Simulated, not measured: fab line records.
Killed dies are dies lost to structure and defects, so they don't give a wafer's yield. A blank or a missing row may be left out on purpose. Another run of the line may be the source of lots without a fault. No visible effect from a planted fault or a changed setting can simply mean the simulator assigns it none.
Problem report in the 8D (eight disciplines) form, filled by code :: flow gf180mcu :: the parts of the form that need people (team, actions taken, sign-off) are left out

== 1. WHAT IS WRONG ==
Across 6 wafers from 2 lots, MVPSD_TW at GF_MVPSD_TW_MEAS_11 averages 699, while fault-free wafers read 558 with a standard deviation of 3.4. Measured from the usual mean, that is +42 standard deviations.
First observed at day 8 21:51: wafer L492.1, on film_metro-02. At this step, 39 wafers from 13 lots have a number in the record. Rule for "out" (also "out of limits"): further than 4 standard deviations from the usual mean. The rest of the wafers with a number are treated as sound.

== 2. WHAT IT IS, AND WHAT IT ISN'T ==
question: which readings at this step
is: MVPSD_TW
is not: -

question: which lots
is: L492, L493
is not: L476, L477, L482, L483, L484, L485, L488, L489, L490, L491, L495

question: which wafers of those lots
is: all that have a number
is not: -

question: read on which gauges
is: film_metro-02
is not: film_metro-03, film_metro-04

question: when
is: from day 8 21:51
is not: up to then (30 sound wafers); but 3 sound wafers of L495 came after

== 3. THE SUSPECTS, EACH WITH WHAT RULES IT OUT ==
Counting: a tool at any process step up to the reading remains a suspect when it ran all the lots that are out and ran no sound lot after the first of those.
- the gauge at GF_MVPSD_TW_MEAS_11: ruled out. All the wafers that are out were read on film_metro-02, but those of them that GF_MVPSD_IMPLANT_09 has rows for are out there too, on other tools.
- implanter-04 at GF_MVPSD_IMPLANT_09: kept. It ran every lot that is out, first L492 (day 8 21:36), and no sound lot after that; its last sound lot up to then is L490 (day 8 12:10). On those wafers its own readings are out: dose_ions_cm2, faraday_current_uA.
After counting, what remains is implanter-04 at GF_MVPSD_IMPLANT_09.

== 4. THE CAUSE (what the simulator had put in) ==
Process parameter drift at GF_MVPSD_IMPLANT_09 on implanter-04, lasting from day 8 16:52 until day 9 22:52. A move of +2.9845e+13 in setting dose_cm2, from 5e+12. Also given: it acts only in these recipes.
Counting left only this tool.

== 5. THE CHAIN OF EFFECTS, in route order ==
One row per reading whose mean, taken over the struck wafers that have a number, lies over 3 standard deviations from the usual. Scope: only readings with a usual standard deviation given in the record; hours: median across lots of the time from each lot's start at the first step in this table that gives one to its start at this step; sigmas: change in usual standard deviations.
hours: 0
step: GF_MVPSD_IMPLANT_09
reading: dose_ions_cm2
usual: 5e+12
on struck wafers: 3e+13
change: +3e+13
sigmas: +99 or more

hours: 0
step: GF_MVPSD_IMPLANT_09
reading: faraday_current_uA
usual: 28.2
on struck wafers: 197.3
change: +169.1
sigmas: +99 or more

hours: 0
step: GF_MVPSD_TW_MEAS_11
reading: MVPSD_TW
usual: 558
on struck wafers: 699
change: +141
sigmas: +42

hours: 75
step: GF_VT_IMPLANT_RS_MEAS_49
reading: MVPSD_RS
usual: 1170 ohm/sq
on struck wafers: 695
change: -475
sigmas: -99 or more
Process steps it contains:
- GF_MVPSD_IMPLANT_09
Later steps that measure or inspect, where all struck wafers having a row at the step show a number for every such reading and not one has moved that far: GF_VT_IMPLANT_TW_MEAS_43, GF_HV_LDD_OVL_MEAS_20.

== 6. HOW IT WOULD HAVE BEEN CAUGHT EARLIER ==
5 hours passed between the start of the fault at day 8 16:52 and the first reading out of limits at a measuring or inspecting step in this record, taken at day 8 21:51.
At GF_MVPSD_IMPLANT_09, the tool's own readings (dose_ions_cm2, faraday_current_uA) were out on each struck wafer the step has a row for, so an alarm limit on them would have fired on the first such wafer.
Among the 2 lots that are out, L493 began GF_MVPSD_IMPLANT_09 on implanter-04 after day 8 21:51. Putting the tool on hold at that point would have spared it.
